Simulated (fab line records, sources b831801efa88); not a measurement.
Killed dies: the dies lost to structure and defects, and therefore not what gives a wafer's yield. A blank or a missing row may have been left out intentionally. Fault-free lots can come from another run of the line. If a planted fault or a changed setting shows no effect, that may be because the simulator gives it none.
A struck lot beside a sound one	flow sky130	17 steps out of a route of 708
Sound: wafers L339.2, L339.3, L339.6. The struck wafers were L352.1, L352.4, L352.6. Last of all comes the cause.
Each step with rows lists, per side, the tool, then ch with its chambers, then its first start. Under that, the readings that differ: sound wafers	struck wafers	difference of the means	sigmas: that difference in standard deviations of wafers without a fault.
alike: words and numbers the same on both sides, and readings whose means are apart by under 2 such deviations; not compared: readings that were withheld, readings missing a value for some wafer, numbers with overlapping values and no deviation given by the record, and bounds like >300 which may hide the same value.
A row with sigmas, a row that says differs or no value, or rows on one side alone: a step with any of these is where the two part. Numbers that have no deviation but don't overlap get no sigmas and don't part them. Lack of a reading on every wafer of one side parts them only where that side has two or more wafers.

first, 1 step without rows for these wafers: SKY_LDD_N_IMPLANT_15.
SKY_LDD_N_STRIP_16: strips in O2/N2.
  sound on plasma asher-02 ch 0,1, day 19 05:03; struck on plasma asher-01 ch 0,1, day 25 00:09
  alike: drypump motor current A, oes product au, strip time to endpoint s
  not compared: rf hours counter h
SKY_LDD_N_TW_MEAS_17:
  sound on film metro-01 at day 19 05:10; struck on film metro-01 at day 25 00:15
  alike: LDD_N_TW
then, 7 steps without rows for these wafers: SKY_LDD_P_DEHYDRATE_00 (time 60 s); SKY_LDD_P_HMDS_01 (prime time 60 s); SKY_LDD_P_COAT_02 (resist thk 1140 nm); SKY_LDD_P_SOFTBAKE_03 (time 60 s); SKY_LDD_P_EXPOSE_04 (exposes mask PSDM, target cd 380 nm); SKY_LDD_P_PEB_05; SKY_LDD_P_DEVELOP_06 (develop time 60 s).
SKY_LDD_P_CD_MEAS_07: the cd target is 380 nm.
  sound on cd sem-01 at day 20 11:00; struck on cd sem-02 at day 26 05:38
  alike: cd nm
SKY_LDD_P_OVL_MEAS_08:
  sound on overlay-02 at day 20 11:07; struck on overlay-01 at day 26 05:45
  alike: LDD_P_OVL
SKY_LDD_P_IMPLANT_09:
  sound on implanter-02 ch 0, day 20 11:10; struck on implanter-01 ch 0, day 26 05:47
reading	sound	struck	difference	sigmas
dose ions cm2	9.992e+12 9.993e+12 9.982e+12	1.923e+12 1.93e+12 1.92e+12	-8.065e+12	-99 or more
faraday current uA	58.1 58.8 56.0	10.8 11.0 11.5	-46.5	-42
SKY_LDD_P_STRIP_10: strips in O2/N2.
  sound on plasma asher-02 ch 0,1, day 20 11:17; struck on plasma asher-04 ch 0,1, day 26 05:56
  alike: drypump motor current A, oes product au, strip time to endpoint s
  not compared: rf hours counter h
SKY_LDD_P_TW_MEAS_11:
  sound on film metro-04 at day 20 11:24; struck on film metro-02 at day 26 06:02
reading	sound	struck	difference	sigmas
LDD_P_TW	629 629 628	385 383 386	-244	-76
then, 1 step without rows for these wafers: SKY_LDD_HVN_DEHYDRATE_00 (time 60 s).
-- a jump in the record: the struck wafers' starts before and after are 24 days apart (it breaks off in module LDD_HVN and resumes in module PAD_OPEN, where the first step shown is number 708 of the route) --
SKY_PAD_OPEN_PROBE_99:
  sound on prober-02 at day 46 21:29; struck on prober-01 at day 50 14:15
reading	sound	struck	difference	sigmas
killed at other	0 1 2	0 0 0	-1	-2
model.etest.tip p.rs ohm sq	6889 6920 6890	3.066e+04 3.156e+04 3.099e+04	+2.417e+04	
model.etest.tip p.rs ohm sq range	183.3 139.7 182.3	970.4 1562 2094	+1373.7	
model.etest.pfet_01v8.r on ohm um	2896 2863 2913	3245 3147 3316	+345	
model.etest.pfet_01v8.drive ua um	194.5 194.4 190.9	164.6 169.9 159.9	-28.5	
model.etest.sram pfet latch.drive ua um	143.3 144.8 141.2	127.8 123.2 121.3	-19.0	
model.etest.pfet_01v8_hvt.drive ua um	144.6 145.2 142.5	123.7 126.2 119.7	-20.9	
model.etest.pfet_01v8_mvt.drive ua um	152.4 153.4 150.5	138.2 139.1 133.9	-15.0	
  alike: killed_at_M0_to_M3, killed_at_M4_up, killed at contacts, killed at front end, killed dies, killed open, killed short
  not compared: model.etest.tip p.rs ohm sq rim less centre

## WHERE THEY PART
At SKY_LDD_P_IMPLANT_09 first; at SKY_PAD_OPEN_PROBE_99 last (within this record only).

WHY: what had been put in by the simulator
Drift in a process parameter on implanter-01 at SKY_LDD_P_IMPLANT_09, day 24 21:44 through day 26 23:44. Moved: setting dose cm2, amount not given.
